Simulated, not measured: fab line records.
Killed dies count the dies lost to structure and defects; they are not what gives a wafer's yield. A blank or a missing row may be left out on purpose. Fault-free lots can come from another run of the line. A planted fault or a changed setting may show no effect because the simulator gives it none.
What tool caused it? / flow gf180mcu / 30 wafers from 10 lots sampled at 4 of the route's 602 steps

## WHAT THE GAUGES READ, wafer by wafer
GF_V3_RS_MEAS_24: the measuring method here is four-point-probe.
lot=L675; measured=day 22 10:38; on=film-metro-01; V3_W_RS (ohm/sq)=0.327 0.329 0.327
lot=L676; measured=day 22 20:05; on=film-metro-04; V3_W_RS (ohm/sq)=0.328 0.325 0.325
lot=L678; measured=day 23 11:01; on=film-metro-04; V3_W_RS (ohm/sq)=0.324 0.331 0.327
lot=L679; measured=day 24 07:51; on=film-metro-03; V3_W_RS (ohm/sq)=0.327 0.330 0.329
lot=L682; measured=day 25 19:28; on=film-metro-01; V3_W_RS (ohm/sq)=0.324 0.325 0.322
lot=L685; measured=day 26 15:50; on=film-metro-01; V3_W_RS (ohm/sq)=0.327 0.327 0.321
lot=L690; measured=day 27 18:08; on=film-metro-01; V3_W_RS (ohm/sq)=0.703 0.330 0.329
lot=L693; measured=day 28 10:49; on=film-metro-04; V3_W_RS (ohm/sq)=0.323 0.327 0.323
lot=L695; measured=day 29 01:48; on=film-metro-01; V3_W_RS (ohm/sq)=0.324 0.327 0.323
lot=L697; measured=day 29 17:35; on=film-metro-01; V3_W_RS (ohm/sq)=0.323 0.329 0.328

## EACH LOT AND THE TOOL THAT RAN IT (in order: tool; ch and the chambers of the sampled wafers; start)
lot=L675; GF_V3_CMP_04=cmp-02 ch 1,3, day 21 09:19; GF_V3_STRIP_18=plasma-asher-03 ch 1, day 22 09:53; GF_V3_CVD_23=cvd-w-01 ch 0, day 22 10:31
lot=L676; GF_V3_CMP_04=cmp-01 ch 2,3, day 21 19:59; GF_V3_STRIP_18=plasma-asher-04 ch 1, day 22 19:20; GF_V3_CVD_23=cvd-w-01 ch 0, day 22 19:58
lot=L678; GF_V3_CMP_04=cmp-01 ch 1,2, day 22 10:07; GF_V3_STRIP_18=plasma-asher-02 ch 0,1, day 23 10:16; GF_V3_CVD_23=cvd-w-01 ch 0,1, day 23 10:55
lot=L679; GF_V3_CMP_04=cmp-02 ch 0,1,3, day 23 08:23; GF_V3_STRIP_18=plasma-asher-02 ch 0,1, day 24 07:04; GF_V3_CVD_23=cvd-w-02 ch 1, day 24 07:43
lot=L682; GF_V3_CMP_04=cmp-02 ch 0,1,3, day 24 20:43; GF_V3_STRIP_18=plasma-asher-03 ch 0,1, day 25 18:43; GF_V3_CVD_23=cvd-w-01 ch 0,1, day 25 19:22
lot=L685; GF_V3_CMP_04=cmp-01 ch 1,2, day 25 17:31; GF_V3_STRIP_18=plasma-asher-02 ch 0,1, day 26 14:56; GF_V3_CVD_23=cvd-w-01 ch 0,1, day 26 15:42
lot=L690; GF_V3_CMP_04=cmp-01 ch 1,3, day 26 20:32; GF_V3_STRIP_18=plasma-asher-02 ch 0,1, day 27 17:22; GF_V3_CVD_23=cvd-w-01 ch 0,1, day 27 18:01
lot=L693; GF_V3_CMP_04=cmp-01 ch 1,2,3, day 27 13:58; GF_V3_STRIP_18=plasma-asher-03 ch 0,1, day 28 10:02; GF_V3_CVD_23=cvd-w-02 ch 0,1, day 28 10:41
lot=L695; GF_V3_CMP_04=cmp-02 ch 0,1,3, day 28 05:11; GF_V3_STRIP_18=plasma-asher-03 ch 0,1, day 29 01:01; GF_V3_CVD_23=cvd-w-02 ch 0,1, day 29 01:41
lot=L697; GF_V3_CMP_04=cmp-01 ch 2,3, day 28 20:44; GF_V3_STRIP_18=plasma-asher-02 ch 0,1, day 29 16:47; GF_V3_CVD_23=cvd-w-02 ch 0,1, day 29 17:28
- GF_V3_CMP_04: polishes SiO2.
- GF_V3_STRIP_18: strips in O2/N2.
- GF_V3_CVD_23: deposits W, target thk 350 nm, time 104.9 s.

## THE ANSWER, worked out from the rows above alone
Rule: the lots themselves supply what counts as usual. Put in order of their means at a reading, lots are off if they are a third of the lots or fewer, leave a main group of 4 or more, and stand apart from it by a gap of 3 or more times the standard deviation of the main group's means; of several such gaps the widest counts. If all means in a main group match to the digits the tables above print for the reading, that group is not used. Also off: a lot with no number at a reading for which 4 or more lots have one. The other lots that the step has rows for count as sound.
Off: at GF_V3_RS_MEAS_24 (V3_W_RS), L690. Mean 0.326 ohm/sq and standard deviation 0.0016 in the main group.
If a tool, at a process step before that reading, ran all the lots that are off and no sound lot after the first of them, it fits. Gauges at GF_V3_RS_MEAS_24: tried the same way as those tools. One fits: GF_V3_CVD_23 on cvd-w-01. Its last sound lot is L685 (day 26 15:42), its first lot that is off L690 (day 27 18:01): a fault that began between those two fits.

## WHAT THE SIMULATOR PUT IN
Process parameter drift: cvd-w-01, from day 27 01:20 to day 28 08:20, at GF_V3_CVD_23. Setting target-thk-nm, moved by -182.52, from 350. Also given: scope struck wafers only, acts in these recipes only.
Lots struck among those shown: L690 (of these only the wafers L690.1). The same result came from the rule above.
